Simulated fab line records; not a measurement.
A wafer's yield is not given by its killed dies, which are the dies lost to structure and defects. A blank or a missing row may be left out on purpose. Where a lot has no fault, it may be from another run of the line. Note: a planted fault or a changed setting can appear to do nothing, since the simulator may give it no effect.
fab line records	flow gf180mcu
[record] lots = 5	wafers = 15	lastDay = 34
route steps=602 shown STI@31 DNWELL@32 NWELL@42 LVPWELL@54 MVSD@66
lots that met no fault: taken from a fault-free run of the same line
startH: the number of hours between the record's first day and the start of the first shown wafer of the lot	waitH: hours since the lot's step before	" the same as in the row above	L1.1+2: a single row standing in for several wafers	- value missing, or start not given	* or withheld: withheld	< > ~ a bound
route shown NAME@n: a module of which the file shows steps, and the number in the route of the first	usual: average and standard deviation across the fault-free wafers	same: alike in all rows	chamber/n: place in a boat	sites: the reading at each site	_std_site: how widely they spread, as a standard deviation	_edge_site: outer sites' mean less inner sites'	radiusMm: for every site, how far away it sits from the centre of the wafer	mask NAME#n: copy n	behind: tool/chamber where the wafer was last shaped	hold: reason for holding the lot/hours on hold/outcome of the hold	device: which transistor (n, p or np) failed to switch	end of line: the route-end tests of the same wafers	a step with no rows: only its recipe	killed: count of dies lost to structure and defects at first sort (not the wafer's yield)	map: per-die view of a wafer (x killed, . not killed, _ where there is no die)
set.NAME: the setting that was run; set.NAME@STEP: the one run at that earlier step	model.NAME: the simulator's own value behind a step, which no gauge read
certain route steps with their lots: each step a table, each wafer a row
services: when a tool's chamber went out of use (startH, in hours from the record's first day, below 0 if earlier), for how many hours, and the reason
[[steps]]
[step GF_STI_THK_MEAS_30]
[recipe] reads = SiO2_of_STI_OXIDATION_29
[usual] STI_OXIDATION_02_THK = 9.82/0.18
lot.wafer	tool	chamber	startH	waitH	STI_OXIDATION_02_THK[nm]
L075.2	filmMetro-04	-	37.91	0.0	9.85
L075.3	"	-	"	"	9.74
L075.5	"	-	"	"	9.75
L086.2	filmMetro-03	-	92.30	0.0	10.03
L086.4	"	-	"	"	10.04
L086.5	"	-	"	"	10.20
L087.2	filmMetro-01	-	96.12	0.0	9.68
L087.3	"	-	"	"	9.69
L087.4	"	-	"	"	9.65
L096.1	filmMetro-01	-	145.11	0.0	9.74
L096.2	"	-	"	"	9.98
L096.5	"	-	"	"	9.84
L097.1	filmMetro-04	-	153.52	0.0	9.66
L097.3	"	-	"	"	9.93
L097.4	"	-	"	"	9.90
[step GF_DNWELL_DEHYDRATE_00]
[recipe] tempC = 200	timeS = 60
lot.wafer	tool	chamber	startH	waitH
L075.2+3+5	lithoTrack-03	0	43.51	5.6
L086.2+4+5	lithoTrack-01	0	98.95	6.6
L087.2+3+4	lithoTrack-04	0	102.54	6.4
L096.1+2+5	lithoTrack-01	0	152.27	7.2
L097.1+3+4	lithoTrack-04	0	160.16	6.6
[step GF_DNWELL_HMDS_01]
[recipe] primeTimeS = 60	primeTempC = 120
lot.wafer	tool	chamber	startH	waitH
L075.2+3+5	lithoTrack-03	0	43.66	0.1
L086.2+4+5	lithoTrack-01	0	99.10	0.1
L087.2+3+4	lithoTrack-04	0	102.69	0.1
L096.1+2+5	lithoTrack-01	0	152.42	0.1
L097.1+3+4	lithoTrack-04	0	160.31	0.1
[step GF_DNWELL_COAT_02]
[recipe] spinRpm = 2000	resistThkNm = 3000
lot.wafer	tool	chamber	startH	waitH
L075.2+3+5	lithoTrack-03	0	43.81	0.1
L086.2+4+5	lithoTrack-01	0	99.25	0.1
L087.2+3+4	lithoTrack-04	0	102.84	0.1
L096.1+2+5	lithoTrack-01	0	152.57	0.1
L097.1+3+4	lithoTrack-04	0	160.46	0.1
[step GF_DNWELL_SOFTBAKE_03]
[recipe] tempC = 110	timeS = withheld
lot.wafer	tool	chamber	startH	waitH
L075.2+3+5	lithoTrack-03	0	43.97	0.1
L086.2+4+5	lithoTrack-01	0	99.40	0.1
L087.2+3+4	lithoTrack-04	0	103.00	0.1
L096.1+2+5	lithoTrack-01	0	152.72	0.1
L097.1+3+4	lithoTrack-04	0	160.61	0.1
[step GF_DNWELL_EXPOSE_04]
[recipe] maskId = DNWELL	targetCdNm = 1700	na = 0.6	sourceShape = conventional	sigmaOuter = 0.6	doseMj = 260
[usual] reticleTempC = 23.03/0.11
[same] na = 0.6
lot.wafer	tool	chamber	startH	waitH	mask	reticleTempC
L075.2	ilineStepper-02	0	-	-	DNWELL#0	23.03
L075.3	"	0	"	"	DNWELL#0	22.80
L075.5	"	0	"	"	DNWELL#0	23.00
L086.2	ilineStepper-01	0	-	-	DNWELL#0	22.97
L086.4	"	0	"	"	DNWELL#0	23.13
L086.5	"	0	"	"	DNWELL#0	22.97
L087.2	ilineStepper-01	0	-	-	DNWELL#0	22.95
L087.3	"	0	"	"	DNWELL#0	22.93
L087.4	"	0	"	"	DNWELL#0	23.08
L096.1	ilineStepper-02	0	-	-	DNWELL#0	23.09
L096.2	"	0	"	"	DNWELL#0	23.15
L096.5	"	0	"	"	DNWELL#0	23.12
L097.1	ilineStepper-01	0	-	-	DNWELL#0	23.00
L097.3	"	0	"	"	DNWELL#0	22.94
L097.4	"	0	"	"	DNWELL#0	23.03
[step GF_DNWELL_PEB_05]
[recipe] tempC = 115	timeS = withheld
lot.wafer	tool	chamber	startH	waitH
L075.2+3+5	lithoTrack-01	0	-	-
L086.2+4+5	lithoTrack-01	0	-	-
L087.2+3+4	lithoTrack-04	0	-	-
L096.1+2+5	lithoTrack-03	0	-	-
L097.1+3+4	lithoTrack-03	0	-	-
[step GF_DNWELL_DEVELOP_06]
[recipe] wallAngleDeg = 90	developTimeS = 61.67	devTempC = 23
[usual] developerTempC = 23.00/0.091
[same] developTimeS = 61.67
lot.wafer	tool	chamber	startH	waitH	developerTempC
L075.2	lithoTrack-01	0	-	-	23.03
L075.3	"	0	"	"	22.98
L075.5	"	0	"	"	23.06
L086.2	lithoTrack-01	0	-	-	23.02
L086.4	"	0	"	"	22.89
L086.5	"	0	"	"	23.18
L087.2	lithoTrack-04	0	-	-	23.08
L087.3	"	0	"	"	23.13
L087.4	"	0	"	"	22.97
L096.1	lithoTrack-03	0	-	-	22.95
L096.2	"	0	"	"	23.03
L096.5	"	0	"	"	23.07
L097.1	lithoTrack-03	0	-	-	23.04
L097.3	"	0	"	"	22.99
L097.4	"	0	"	"	22.98
[step GF_DNWELL_IMPLANT_07]
[recipe] species = P	energyKev = 1526	doseCm2 = 1e+13	tiltDeg = 0
[usual] beamOnS = 9.97/0.2
lot.wafer	tool	chamber	startH	waitH	beamOnS
L075.2	implanter-02	0	50.25	-	10.09
L075.3	"	0	"	"	9.88
L075.5	"	0	"	"	10.24
L086.2	implanter-04	0	106.45	-	9.72
L086.4	"	0	"	"	9.85
L086.5	"	0	"	"	10.27
L087.2	implanter-04	0	109.19	-	9.65
L087.3	"	0	"	"	9.87
L087.4	"	0	"	"	10.06
L096.1	implanter-01	0	160.29	-	10.34
L096.2	"	0	"	"	10.04
L096.5	"	0	"	"	9.74
L097.1	implanter-04	0	169.34	-	10.21
L097.3	"	0	"	"	9.80
L097.4	"	0	"	"	9.90
[step GF_DNWELL_STRIP_08]
[recipe] chemistry = O2/N2	powerW = 1400	pressureMtorr = 1500	platenTempC = 250	o2FlowSccm = 3000	n2FlowSccm = 300	overashFraction = 0.5
[usual] drypumpMotorCurrentA = 5.71/0.11	heaterPowerW = 331/33	oesProductAu = 0.723/0.0049	stripTimeToEndpointS = 36.97/0.097
[same] overashFraction = 0.5
lot.wafer	tool	chamber	startH	waitH	drypumpMotorCurrentA	heaterPowerW	oesProductAu	rfHoursCounterH	stripTimeToEndpointS
L075.2	plasmaAsher-02	0	50.37	0.1	5.56	319	0.721	35	36.97
L075.3	"	0	"	"	5.56	325	0.730	-	37.01
L075.5	"	1	"	"	5.82	294	0.727	-	37.10
L086.2	plasmaAsher-02	1	106.57	0.1	5.85	294	0.731	41	36.95
L086.4	"	1	"	"	5.81	297	0.711	-	36.99
L086.5	"	1	"	"	5.82	300	0.720	-	36.91
L087.2	plasmaAsher-03	0	109.31	0.1	5.68	364	0.723	33	37.13
L087.3	"	1	"	"	5.92	385	0.725	-	37.04
L087.4	"	0	"	"	5.69	367	0.720	-	37.05
L096.1	plasmaAsher-01	1	160.44	0.1	5.72	363	0.727	52	36.86
L096.2	"	0	"	"	5.62	296	0.719	52	36.89
L096.5	"	0	"	"	5.64	292	0.710	-	36.82
L097.1	plasmaAsher-01	1	169.49	0.1	5.70	355	0.721	53	37.04
L097.3	"	0	"	"	5.62	300	0.717	-	37.25
L097.4	"	1	"	"	5.70	360	0.723	-	37.19
[step GF_DNWELL_TW_MEAS_09]
[usual] DNWELL_TW = 1360/10
lot.wafer	tool	chamber	startH	waitH	DNWELL_TW
L075.2	filmMetro-04	-	50.48	0.1	1350
L075.3	"	-	"	"	1359
L075.5	"	-	"	"	1350
L086.2	filmMetro-04	-	106.68	0.1	1356
L086.4	"	-	"	"	1364
L086.5	"	-	"	"	1357
L087.2	filmMetro-04	-	109.42	0.1	1362
L087.3	"	-	"	"	1360
L087.4	"	-	"	"	1355
L096.1	filmMetro-01	-	160.54	0.1	1369
L096.2	"	-	"	"	1369
L096.5	"	-	"	"	1367
L097.1	filmMetro-01	-	169.59	0.1	1347
L097.3	"	-	"	"	1356
L097.4	"	-	"	"	1345
[step GF_NWELL_DEHYDRATE_00]
[recipe] tempC = 200	timeS = 60
lot.wafer	tool	chamber	startH	waitH
L075.2+3+5	lithoTrack-03	0	56.71	6.2
L086.2+4+5	lithoTrack-02	0	113.51	6.8
L087.2+3+4	lithoTrack-02	0	115.76	6.3
L096.1+2+5	lithoTrack-03	0	168.34	7.8
L097.1+3+4	lithoTrack-02	0	176.64	7.0
[step GF_NWELL_HMDS_01]
[recipe] primeTimeS = 60	primeTempC = 120
lot.wafer	tool	chamber	startH	waitH
L075.2+3+5	lithoTrack-03	0	56.86	0.1
L086.2+4+5	lithoTrack-02	0	113.66	0.1
L087.2+3+4	lithoTrack-02	0	115.91	0.1
L096.1+2+5	lithoTrack-03	0	168.49	0.1
L097.1+3+4	lithoTrack-02	0	176.79	0.1
[step GF_NWELL_COAT_02]
[recipe] spinRpm = 2000	resistThkNm = 3000
lot.wafer	tool	chamber	startH	waitH
L075.2+3+5	lithoTrack-03	0	57.01	0.1
L086.2+4+5	lithoTrack-02	0	113.81	0.1
L087.2+3+4	lithoTrack-02	0	116.06	0.1
L096.1+2+5	lithoTrack-03	0	168.64	0.1
L097.1+3+4	lithoTrack-02	0	176.94	0.1
[step GF_NWELL_SOFTBAKE_03]
[recipe] tempC = 110	timeS = withheld
lot.wafer	tool	chamber	startH	waitH
L075.2+3+5	lithoTrack-03	0	57.17	0.1
L086.2+4+5	lithoTrack-02	0	113.97	0.1
L087.2+3+4	lithoTrack-02	0	116.22	0.1
L096.1+2+5	lithoTrack-03	0	168.79	0.1
L097.1+3+4	lithoTrack-02	0	177.09	0.1
[step GF_NWELL_EXPOSE_04]
[recipe] maskId = Nwell	targetCdNm = 860	na = 0.6	sourceShape = conventional	sigmaOuter = 0.6	doseMj = 260
[usual] reticleTempC = 22.98/0.1
[same] na = 0.6
lot.wafer	tool	chamber	startH	waitH	mask	reticleTempC
L075.2	ilineStepper-01	0	-	-	Nwell#0	22.85
L075.3	"	0	"	"	Nwell#0	23.03
L075.5	"	0	"	"	Nwell#0	23.07
L086.2	ilineStepper-01	0	-	-	Nwell#0	23.07
L086.4	"	0	"	"	Nwell#0	22.95
L086.5	"	0	"	"	Nwell#0	22.98
L087.2	ilineStepper-01	0	-	-	Nwell#0	22.95
L087.3	"	0	"	"	Nwell#0	22.92
L087.4	"	0	"	"	Nwell#0	23.02
L096.1	ilineStepper-02	0	-	-	Nwell#0	23.08
L096.2	"	0	"	"	Nwell#0	23.02
L096.5	"	0	"	"	Nwell#0	22.94
L097.1	ilineStepper-01	0	-	-	Nwell#0	22.84
L097.3	"	0	"	"	Nwell#0	23.03
L097.4	"	0	"	"	Nwell#0	23.21
[step GF_NWELL_PEB_05]
[recipe] tempC = 115	timeS = withheld
lot.wafer	tool	chamber	startH	waitH
L075.2+3+5	lithoTrack-01	0	-	-
L086.2+4+5	lithoTrack-02	0	-	-
L087.2+3+4	lithoTrack-01	0	-	-
L096.1+2+5	lithoTrack-03	0	-	-
L097.1+3+4	lithoTrack-02	0	-	-
[step GF_NWELL_DEVELOP_06]
[recipe] wallAngleDeg = 90	developTimeS = 60	devTempC = 23
[usual] developerTempC = 22.98/0.1
[same] developTimeS = 60
lot.wafer	tool	chamber	startH	waitH	developerTempC
L075.2	lithoTrack-01	0	-	-	22.94
L075.3	"	0	"	"	22.93
L075.5	"	0	"	"	23.03
L086.2	lithoTrack-02	0	-	-	23.16
L086.4	"	0	"	"	23.18
L086.5	"	0	"	"	23.06
L087.2	lithoTrack-01	0	-	-	22.90
L087.3	"	0	"	"	23.02
L087.4	"	0	"	"	23.04
L096.1	lithoTrack-03	0	-	-	22.91
L096.2	"	0	"	"	22.94
L096.5	"	0	"	"	22.89
L097.1	lithoTrack-02	0	-	-	22.89
L097.3	"	0	"	"	23.13
L097.4	"	0	"	"	22.99
[step GF_NWELL_OVL_MEAS_07]
[usual] NWELL_OVL = 0.0/1.2
lot.wafer	tool	chamber	startH	waitH	NWELL_OVL[nm]
L075.2	overlay-02	-	63.48	-	-1.5
L075.3	"	-	"	"	-1.1
L075.5	"	-	"	"	-1.9
L086.2	overlay-01	-	120.85	-	0.5
L086.4	"	-	"	"	0.5
L086.5	"	-	"	"	0.0
L087.2	overlay-01	-	123.43	-	-1.8
L087.3	"	-	"	"	-0.2
L087.4	"	-	"	"	-0.6
L096.1	overlay-02	-	176.39	-	-0.4
L096.2	"	-	"	"	-0.2
L096.5	"	-	"	"	-0.4
L097.1	overlay-02	-	186.09	-	0.0
L097.3	"	-	"	"	1.0
L097.4	"	-	"	"	2.0
[step GF_NWELL_IMPLANT_08]
[recipe] species = P	energyKev = 450	doseCm2 = 1.5e+13	tiltDeg = 0
[usual] beamOnS = 9.99/0.2
lot.wafer	tool	chamber	startH	waitH	beamOnS
L075.2	implanter-03	0	63.53	0.0	10.25
L075.3	"	0	"	"	9.86
L075.5	"	0	"	"	9.91
L086.2	implanter-03	0	120.90	0.0	10.24
L086.4	"	0	"	"	10.12
L086.5	"	0	"	"	9.85
L087.2	implanter-02	0	123.48	0.0	9.93
L087.3	"	0	"	"	10.13
L087.4	"	0	"	"	9.93
L096.1	implanter-01	0	176.42	0.0	10.20
L096.2	"	0	"	"	10.29
L096.5	"	0	"	"	10.06
L097.1	implanter-03	0	186.12	0.0	9.91
L097.3	"	0	"	"	10.03
L097.4	"	0	"	"	10.06
[step GF_NWELL_IMPLANT_09]
[recipe] species = P	energyKev = 160	doseCm2 = 4e+12	tiltDeg = 0
[usual] beamOnS = 10.00/0.18
lot.wafer	tool	chamber	startH	waitH	beamOnS
L075.2	implanter-03	0	63.68	0.1	10.24
L075.3	"	0	"	"	10.22
L075.5	"	0	"	"	10.05
L086.2	implanter-03	0	121.05	0.1	10.00
L086.4	"	0	"	"	10.17
L086.5	"	0	"	"	10.18
L087.2	implanter-02	0	123.63	0.1	10.07
L087.3	"	0	"	"	9.78
L087.4	"	0	"	"	10.05
L096.1	implanter-01	0	176.57	0.1	10.10
L096.2	"	0	"	"	10.16
L096.5	"	0	"	"	10.12
L097.1	implanter-03	0	186.27	0.1	9.85
L097.3	"	0	"	"	10.12
L097.4	"	0	"	"	9.90
[step GF_NWELL_STRIP_10]
[recipe] chemistry = O2/N2	powerW = 1400	pressureMtorr = 1500	platenTempC = 250	o2FlowSccm = 3000	n2FlowSccm = 300	overashFraction = 0.5
[usual] drypumpMotorCurrentA = 5.82/0.16	heaterPowerW = 348/31	oesProductAu = 0.722/0.0046	stripTimeToEndpointS = 36.95/0.11
[same] overashFraction = 0.5
lot.wafer	tool	chamber	startH	waitH	drypumpMotorCurrentA	heaterPowerW	oesProductAu	rfHoursCounterH	stripTimeToEndpointS
L075.2	plasmaAsher-02	1	63.81	0.1	5.86	299	0.727	37	37.02
L075.3	"	0	"	"	5.55	325	0.720	-	37.06
L075.5	"	1	"	"	5.81	299	0.714	-	37.04
L086.2	plasmaAsher-04	1	121.18	0.1	6.06	349	0.726	0	36.87
L086.4	"	0	"	"	5.92	320	0.727	-	36.85
L086.5	"	1	"	"	6.05	352	0.715	-	36.92
L087.2	plasmaAsher-04	0	123.76	0.1	5.88	331	0.708	1	36.98
L087.3	"	1	"	"	6.05	356	0.724	-	36.85
L087.4	"	0	"	"	5.89	327	0.722	-	36.95
L096.1	plasmaAsher-03	0	176.72	0.1	5.69	369	0.720	38	37.05
L096.2	"	1	"	"	5.92	386	0.724	38	37.12
L096.5	"	1	"	"	5.91	391	0.729	-	37.05
L097.1	plasmaAsher-04	1	186.42	0.1	6.08	359	0.731	8	37.05
L097.3	"	1	"	"	6.08	349	0.722	-	36.84
L097.4	"	0	"	"	5.91	323	0.715	-	36.92
[step GF_NWELL_TW_MEAS_11]
[usual] NWELL_TW = 1572/14
lot.wafer	tool	chamber	startH	waitH	NWELL_TW
L075.2	filmMetro-02	-	63.92	0.1	1571
L075.3	"	-	"	"	1576
L075.5	"	-	"	"	1577
L086.2	filmMetro-03	-	121.29	0.1	1555
L086.4	"	-	"	"	1555
L086.5	"	-	"	"	1555
L087.2	filmMetro-01	-	123.87	0.1	1594
L087.3	"	-	"	"	1582
L087.4	"	-	"	"	1577
L096.1	filmMetro-01	-	176.82	0.1	1597
L096.2	"	-	"	"	1598
L096.5	"	-	"	"	1588
L097.1	filmMetro-02	-	186.67	0.2	1568
L097.3	"	-	"	"	1582
L097.4	"	-	"	"	1577
[step GF_LVPWELL_DEHYDRATE_00]
[recipe] tempC = 200	timeS = 60
lot.wafer	tool	chamber	startH	waitH
L075.2+3+5	lithoTrack-03	0	69.66	5.7
L086.2+4+5	lithoTrack-03	0	127.76	6.5
L087.2+3+4	lithoTrack-04	0	130.04	6.2
L096.1+2+5	lithoTrack-03	0	184.54	7.7
L097.1+3+4	lithoTrack-03	0	193.99	7.3
[step GF_LVPWELL_HMDS_01]
[recipe] primeTimeS = 60	primeTempC = 120
lot.wafer	tool	chamber	startH	waitH
L075.2+3+5	lithoTrack-03	0	69.81	0.1
L086.2+4+5	lithoTrack-03	0	127.91	0.1
L087.2+3+4	lithoTrack-04	0	130.19	0.1
L096.1+2+5	lithoTrack-03	0	184.69	0.1
L097.1+3+4	lithoTrack-03	0	194.14	0.1
[step GF_LVPWELL_COAT_02]
[recipe] spinRpm = 2000	resistThkNm = 3000
lot.wafer	tool	chamber	startH	waitH
L075.2+3+5	lithoTrack-03	0	69.96	0.1
L086.2+4+5	lithoTrack-03	0	128.06	0.1
L087.2+3+4	lithoTrack-04	0	130.34	0.1
L096.1+2+5	lithoTrack-03	0	184.84	0.1
L097.1+3+4	lithoTrack-03	0	194.29	0.1
[step GF_LVPWELL_SOFTBAKE_03]
[recipe] tempC = 110	timeS = withheld
lot.wafer	tool	chamber	startH	waitH
L075.2+3+5	lithoTrack-03	0	70.12	0.1
L086.2+4+5	lithoTrack-03	0	128.22	0.1
L087.2+3+4	lithoTrack-04	0	130.50	0.1
L096.1+2+5	lithoTrack-03	0	184.99	0.1
L097.1+3+4	lithoTrack-03	0	194.44	0.1
[step GF_LVPWELL_EXPOSE_04]
[recipe] maskId = LVPWELL	targetCdNm = 600	na = 0.6	sourceShape = conventional	sigmaOuter = 0.6	doseMj = 260
[usual] reticleTempC = 23.01/0.11
[same] na = 0.6
lot.wafer	tool	chamber	startH	waitH	mask	reticleTempC
L075.2	ilineStepper-02	0	-	-	LVPWELL#0	22.95
L075.3	"	0	"	"	LVPWELL#0	22.98
L075.5	"	0	"	"	LVPWELL#0	23.09
L086.2	ilineStepper-02	0	-	-	LVPWELL#0	23.04
L086.4	"	0	"	"	LVPWELL#0	23.09
L086.5	"	0	"	"	LVPWELL#0	22.90
L087.2	ilineStepper-02	0	-	-	LVPWELL#0	23.13
L087.3	"	0	"	"	LVPWELL#0	22.86
L087.4	"	0	"	"	LVPWELL#0	23.06
L096.1	ilineStepper-01	0	-	-	LVPWELL#0	23.11
L096.2	"	0	"	"	LVPWELL#0	23.09
L096.5	"	0	"	"	LVPWELL#0	23.15
L097.1	ilineStepper-02	0	-	-	LVPWELL#0	22.98
L097.3	"	0	"	"	LVPWELL#0	22.95
L097.4	"	0	"	"	LVPWELL#0	22.76
[step GF_LVPWELL_PEB_05]
[recipe] tempC = 115	timeS = withheld
lot.wafer	tool	chamber	startH	waitH
L075.2+3+5	lithoTrack-02	0	-	-
L086.2+4+5	lithoTrack-04	0	-	-
L087.2+3+4	lithoTrack-04	0	-	-
L096.1+2+5	lithoTrack-04	0	-	-
L097.1+3+4	lithoTrack-03	0	-	-
[step GF_LVPWELL_DEVELOP_06]
[recipe] wallAngleDeg = 90	developTimeS = 60	devTempC = 23
[usual] developerTempC = 23.01/0.099
[same] developTimeS = 60
lot.wafer	tool	chamber	startH	waitH	developerTempC
L075.2	lithoTrack-02	0	-	-	23.12
L075.3	"	0	"	"	22.91
L075.5	"	0	"	"	23.05
L086.2	lithoTrack-04	0	-	-	22.97
L086.4	"	0	"	"	22.91
L086.5	"	0	"	"	22.94
L087.2	lithoTrack-04	0	-	-	23.06
L087.3	"	0	"	"	23.07
L087.4	"	0	"	"	23.19
L096.1	lithoTrack-04	0	-	-	23.21
L096.2	"	0	"	"	22.99
L096.5	"	0	"	"	23.18
L097.1	lithoTrack-03	0	-	-	23.00
L097.3	"	0	"	"	22.98
L097.4	"	0	"	"	22.94
[step GF_LVPWELL_OVL_MEAS_07]
[usual] LVPWELL_OVL = 0.6/1.1
lot.wafer	tool	chamber	startH	waitH	LVPWELL_OVL[nm]
L075.2	overlay-01	-	76.85	-	2.2
L075.3	"	-	"	"	1.9
L075.5	"	-	"	"	2.1
L086.2	overlay-02	-	135.12	-	0.6
L086.4	"	-	"	"	1.0
L086.5	"	-	"	"	2.5
L087.2	overlay-02	-	137.97	-	2.8
L087.3	"	-	"	"	1.6
L087.4	"	-	"	"	1.9
L096.1	overlay-01	-	192.36	-	-0.4
L096.2	"	-	"	"	-2.2
L096.5	"	-	"	"	-1.8
L097.1	overlay-02	-	203.24	-	-1.4
L097.3	"	-	"	"	0.0
L097.4	"	-	"	"	-0.4
[step GF_LVPWELL_IMPLANT_08]
[recipe] species = B	energyKev = 170	doseCm2 = 1.5e+13	tiltDeg = 0
[usual] beamOnS = 9.98/0.2
lot.wafer	tool	chamber	startH	waitH	beamOnS
L075.2	implanter-01	0	76.90	0.0	9.87
L075.3	"	0	"	"	9.85
L075.5	"	0	"	"	10.14
L086.2	implanter-01	0	135.17	0.0	9.86
L086.4	"	0	"	"	10.15
L086.5	"	0	"	"	9.51
L087.2	implanter-03	0	138.02	0.0	9.98
L087.3	"	0	"	"	9.68
L087.4	"	0	"	"	9.97
L096.1	implanter-03	0	192.40	0.0	9.98
L096.2	"	0	"	"	9.96
L096.5	"	0	"	"	9.53
L097.1	implanter-01	0	203.27	0.0	10.19
L097.3	"	0	"	"	10.15
L097.4	"	0	"	"	9.83
[step GF_LVPWELL_IMPLANT_09]
[recipe] species = B	energyKev = 60	doseCm2 = 5e+12	tiltDeg = 0
[usual] beamOnS = 10.02/0.2
lot.wafer	tool	chamber	startH	waitH	beamOnS
L075.2	implanter-01	0	77.05	0.1	10.25
L075.3	"	0	"	"	9.91
L075.5	"	0	"	"	9.98
L086.2	implanter-01	0	135.32	0.1	10.20
L086.4	"	0	"	"	9.62
L086.5	"	0	"	"	10.10
L087.2	implanter-03	0	138.17	0.1	9.69
L087.3	"	0	"	"	9.89
L087.4	"	0	"	"	10.21
L096.1	implanter-03	0	192.55	0.1	10.18
L096.2	"	0	"	"	10.08
L096.5	"	0	"	"	10.11
L097.1	implanter-01	0	203.42	0.1	9.92
L097.3	"	0	"	"	10.03
L097.4	"	0	"	"	10.34
[step GF_LVPWELL_STRIP_10]
[recipe] chemistry = O2/N2	powerW = 1400	pressureMtorr = 1500	platenTempC = 250	o2FlowSccm = 3000	n2FlowSccm = 300	overashFraction = 0.5
[usual] drypumpMotorCurrentA = 5.81/0.17	heaterPowerW = 326/23	oesProductAu = 0.722/0.0046	stripTimeToEndpointS = 36.98/0.1
[same] overashFraction = 0.5
lot.wafer	tool	chamber	startH	waitH	drypumpMotorCurrentA	heaterPowerW	oesProductAu	rfHoursCounterH	stripTimeToEndpointS
L075.2	plasmaAsher-04	0	77.18	0.1	5.85	323	0.725	42	36.87
L075.3	"	1	"	"	6.08	347	0.716	-	36.90
L075.5	"	1	"	"	6.08	343	0.728	-	36.93
L086.2	plasmaAsher-04	0	135.45	0.1	5.91	327	0.718	2	36.78
L086.4	"	0	"	"	5.89	329	0.721	-	36.87
L086.5	"	0	"	"	5.89	319	0.715	-	36.68
L087.2	plasmaAsher-01	0	138.30	0.1	5.61	298	0.729	50	37.05
L087.3	"	1	"	"	5.74	363	0.724	-	37.10
L087.4	"	0	"	"	5.60	297	0.713	-	37.12
L096.1	plasmaAsher-04	1	192.70	0.1	6.05	351	0.729	9	37.04
L096.2	"	0	"	"	5.89	327	0.719	9	37.05
L096.5	"	0	"	"	5.88	323	0.718	-	37.08
L097.1	plasmaAsher-02	0	203.57	0.1	5.57	329	0.719	52	36.90
L097.3	"	0	"	"	5.56	323	0.719	-	36.91
L097.4	"	1	"	"	5.84	294	0.715	-	37.02
[step GF_LVPWELL_TW_MEAS_11]
[usual] LVPWELL_TW = 559/5.1
lot.wafer	tool	chamber	startH	waitH	LVPWELL_TW
L075.2	filmMetro-03	-	77.29	0.1	551
L075.3	"	-	"	"	554
L075.5	"	-	"	"	554
L086.2	filmMetro-03	-	135.56	0.1	552
L086.4	"	-	"	"	551
L086.5	"	-	"	"	554
L087.2	filmMetro-01	-	138.41	0.1	566
L087.3	"	-	"	"	566
L087.4	"	-	"	"	565
L096.1	filmMetro-02	-	192.80	0.1	558
L096.2	"	-	"	"	558
L096.5	"	-	"	"	559
L097.1	filmMetro-01	-	203.67	0.1	567
L097.3	"	-	"	"	568
L097.4	"	-	"	"	564
[step GF_MVSD_DEHYDRATE_00]
[recipe] tempC = 200	timeS = 60
lot.wafer	tool	chamber	startH	waitH
L075.2+3+5	lithoTrack-01	0	83.90	6.6
L086.2+4+5	lithoTrack-02	0	141.41	5.8
L087.2+3+4	lithoTrack-02	0	145.16	6.7
L096.1+2+5	lithoTrack-01	0	201.62	8.8
L097.1+3+4	lithoTrack-04	0	210.91	7.2
[step GF_MVSD_HMDS_01]
[recipe] primeTimeS = 60	primeTempC = 120
lot.wafer	tool	chamber	startH	waitH
L075.2+3+5	lithoTrack-01	0	84.05	0.1
L086.2+4+5	lithoTrack-02	0	141.56	0.1
L087.2+3+4	lithoTrack-02	0	145.31	0.1
L096.1+2+5	lithoTrack-01	0	201.77	0.1
L097.1+3+4	lithoTrack-04	0	211.06	0.1
[step GF_MVSD_COAT_02]
[recipe] spinRpm = 2000	resistThkNm = 3000
lot.wafer	tool	chamber	startH	waitH
L075.2+3+5	lithoTrack-01	0	84.20	0.1
L086.2+4+5	lithoTrack-02	0	141.71	0.1
L087.2+3+4	lithoTrack-02	0	145.46	0.1
L096.1+2+5	lithoTrack-01	0	201.92	0.1
L097.1+3+4	lithoTrack-04	0	211.21	0.1
[step GF_MVSD_SOFTBAKE_03]
[recipe] tempC = 110	timeS = withheld
lot.wafer	tool	chamber	startH	waitH
L075.2+3+5	lithoTrack-01	0	84.36	0.1
L086.2+4+5	lithoTrack-02	0	141.87	0.1
L087.2+3+4	lithoTrack-02	0	145.62	0.1
L096.1+2+5	lithoTrack-01	0	202.07	0.1
L097.1+3+4	lithoTrack-04	0	211.36	0.1
[step GF_MVSD_EXPOSE_04]
[recipe] maskId = MVSD	targetCdNm = 1000	na = 0.6	sourceShape = conventional	sigmaOuter = 0.6	doseMj = 258.1
[usual] reticleTempC = 22.99/0.12
[same] na = 0.6
lot.wafer	tool	chamber	startH	waitH	mask	reticleTempC
L075.2	ilineStepper-02	0	-	-	MVSD#0	22.98
L075.3	"	0	"	"	MVSD#0	22.99
L075.5	"	0	"	"	MVSD#0	23.01
L086.2	ilineStepper-01	0	-	-	MVSD#0	22.81
L086.4	"	0	"	"	MVSD#0	22.87
L086.5	"	0	"	"	MVSD#0	23.03
L087.2	ilineStepper-01	0	-	-	MVSD#0	22.99
L087.3	"	0	"	"	MVSD#0	23.01
L087.4	"	0	"	"	MVSD#0	22.86
L096.1	ilineStepper-02	0	-	-	MVSD#0	23.01
L096.2	"	0	"	"	MVSD#0	22.73
L096.5	"	0	"	"	MVSD#0	23.08
L097.1	ilineStepper-02	0	-	-	MVSD#0	23.01
L097.3	"	0	"	"	MVSD#0	22.92
L097.4	"	0	"	"	MVSD#0	22.95
[step GF_MVSD_PEB_05]
[recipe] tempC = 115	timeS = withheld
lot.wafer	tool	chamber	startH	waitH
L075.2+3+5	lithoTrack-01	0	-	-
L086.2+4+5	lithoTrack-02	0	-	-
L087.2+3+4	lithoTrack-04	0	-	-
L096.1+2+5	lithoTrack-01	0	-	-
L097.1+3+4	lithoTrack-04	0	-	-
[[services]]
tool	chamber	startH	hours	kind
plasmaAsher-01	-	23.83	2.2	repair
plasmaAsher-01	-	25.26	3.3	repair
plasmaAsher-02	-	41.85	2.0	repair
implanter-01	-	43.97	3.9	pm
implanter-04	-	47.68	1.8	repair
ilineStepper-01	-	60.18	1.7	pm
ilineStepper-01	-	68.36	8.9	pm
plasmaAsher-03	-	76.47	2.3	repair
plasmaAsher-04	-	108.75	9.0	pm
plasmaAsher-04	0	108.75	9.0	ventCycle
plasmaAsher-04	1	108.75	9.0	ventCycle
implanter-04	-	115.33	3.2	pm
plasmaAsher-04	0	117.75	-	clean
plasmaAsher-04	1	117.75	-	clean
ilineStepper-02	-	118.16	1.7	pm
plasmaAsher-03	-	123.17	15.6	pm
ilineStepper-01	-	136.25	1.5	repair
plasmaAsher-03	-	151.66	8.0	repair
plasmaAsher-02	-	159.91	2.8	pm
implanter-02	-	175.41	4.7	repair
implanter-01	-	185.74	14.9	repair
ilineStepper-01	-	199.99	3.1	repair
implanter-02	-	208.47	1.6	repair
ilineStepper-01	-	219.28	2.1	pm
[[key]]
fault none
